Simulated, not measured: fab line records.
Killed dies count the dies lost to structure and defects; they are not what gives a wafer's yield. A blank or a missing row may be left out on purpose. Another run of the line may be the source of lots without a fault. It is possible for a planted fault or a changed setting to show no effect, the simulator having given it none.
Check for tools in common	flow sky130	Lots sampled 12, wafers sampled 36

## REASON FOR OPENING
At SKY_VIA2_THK_MEAS_01 the reading VIA2_HDPCVD_THK is flagged on 3 of 12 lots. Wafers without a fault read 1177 nm, standard deviation 12.
Rule: a lot is flagged in two cases, either no wafer of it has a number, or all its wafers with numbers fall more than 4 standard deviations from that mean. The rest of the lots are taken to be sound.

lot	measured	on	VIA2_HDPCVD_THK (nm), wafer by wafer	flag
L730	day 34 14:49	film metro-02	1167 1188 1178	
L732	day 35 00:20	film metro-03	1189 1198 1203	
L734	day 36 06:37	film metro-02	1184 1176 1198	
L735	day 36 17:26	film metro-03	1172 1186 1172	
L736	day 36 18:58	film metro-02	2326 2333 2319	FLAGGED
L738	day 37 09:02	film metro-02	2349 2356 2358	FLAGGED
L739	day 37 20:47	film metro-03	2354 2353 2371	FLAGGED
L740	day 38 03:08	film metro-02	1183 1172 1172	
L748	day 41 06:21	film metro-03	1172 1174 1184	
L749	day 41 10:03	film metro-01	1169 1155 1175	
L751	day 42 00:28	film metro-02	1161 1165 1147	
L752	day 42 01:35	film metro-02	1163 1185 1165	
The numbers of the flagged lots are 2347 nm on average: +1170 nm against the usual, or +97 standard deviations.

## LOT BY LOT: THE TOOL USED
2 process steps preceding the reading are held in the record, out of 708 steps in the route. Each cell gives the tool, then ch followed by the chambers the sampled wafers passed through, then the start.
lot	flag	SKY_METAL2_SPUTTER_01	SKY_VIA2_HDPCVD_00
L730		pvd sputter-01, day 33 10:40	hdpcvd-01 ch 1,2, day 34 14:41
L732		pvd sputter-02, day 33 21:10	hdpcvd-01 ch 1,2, day 35 00:11
L734		pvd sputter-02, day 35 03:46	hdpcvd-01 ch 0,2, day 36 06:30
L735		pvd sputter-02, day 35 14:10	hdpcvd-02 ch 0,1, day 36 17:19
L736	FLAGGED	pvd sputter-01, day 35 16:08	hdpcvd-02 ch 0,1, day 36 18:33
L738	FLAGGED	pvd sputter-01, day 36 05:28	hdpcvd-01 ch 0,1, day 37 08:37
L739	FLAGGED	pvd sputter-01, day 36 17:04	hdpcvd-01 ch 1,2, day 37 20:22
L740		pvd sputter-02, day 36 23:19	hdpcvd-01 ch 0,1, day 38 02:56
L748		pvd sputter-02, day 40 03:41	hdpcvd-02 ch 0,2, day 41 06:12
L749		pvd sputter-01, day 40 08:06	hdpcvd-01 ch 0,1,2, day 41 09:54
L751		pvd sputter-02, day 40 22:33	hdpcvd-01 ch 1,2, day 42 00:20
L752		pvd sputter-01, day 40 23:49	hdpcvd-02 ch 1,2, day 42 01:27
What these steps do:
- SKY_METAL2_SPUTTER_01: material TiN, target thk 20 nm, time 16.7 s.
- SKY_VIA2_HDPCVD_00: deposits SiO2, target thk 1180 nm, time 196.7 s.
- SKY_VIA2_THK_MEAS_01

## FLAGGED AGAINST TOTAL, ONE TOOL AT A TIME (gauges that did the reading follow at the end)
step	tool	lots run	flagged	share of the flagged lots	sound lots run after its first flagged lot
SKY_METAL2_SPUTTER_01	pvd sputter-01	6	3	all	2 (L749,L752)
SKY_METAL2_SPUTTER_01	pvd sputter-02	6	0	none	-
SKY_VIA2_HDPCVD_00	hdpcvd-01	8	2	some	3 (L740,L749,L751)
SKY_VIA2_HDPCVD_00	hdpcvd-02	4	1	some	2 (L748,L752)
SKY_VIA2_THK_MEAS_01	film metro-01	1	0	none	-
SKY_VIA2_THK_MEAS_01	film metro-02	7	2	some	3 (L740,L751,L752)
SKY_VIA2_THK_MEAS_01	film metro-03	4	1	some	1 (L748)

## WHAT THE TABLE ALLOWS
Rows of the table that ran each flagged lot: 1, that is pvd sputter-01 at SKY_METAL2_SPUTTER_01.
- pvd sputter-01 at SKY_METAL2_SPUTTER_01 ran 6 lots, 3 of them flagged. Sound lots ran on it after the first flagged one (L749, L752), which a lasting fault on the whole tool wouldn't allow.
There is no row in the table that ran each flagged lot and no sound lot after the first.

## WHAT HAD BEEN PUT IN BY THE SIMULATOR
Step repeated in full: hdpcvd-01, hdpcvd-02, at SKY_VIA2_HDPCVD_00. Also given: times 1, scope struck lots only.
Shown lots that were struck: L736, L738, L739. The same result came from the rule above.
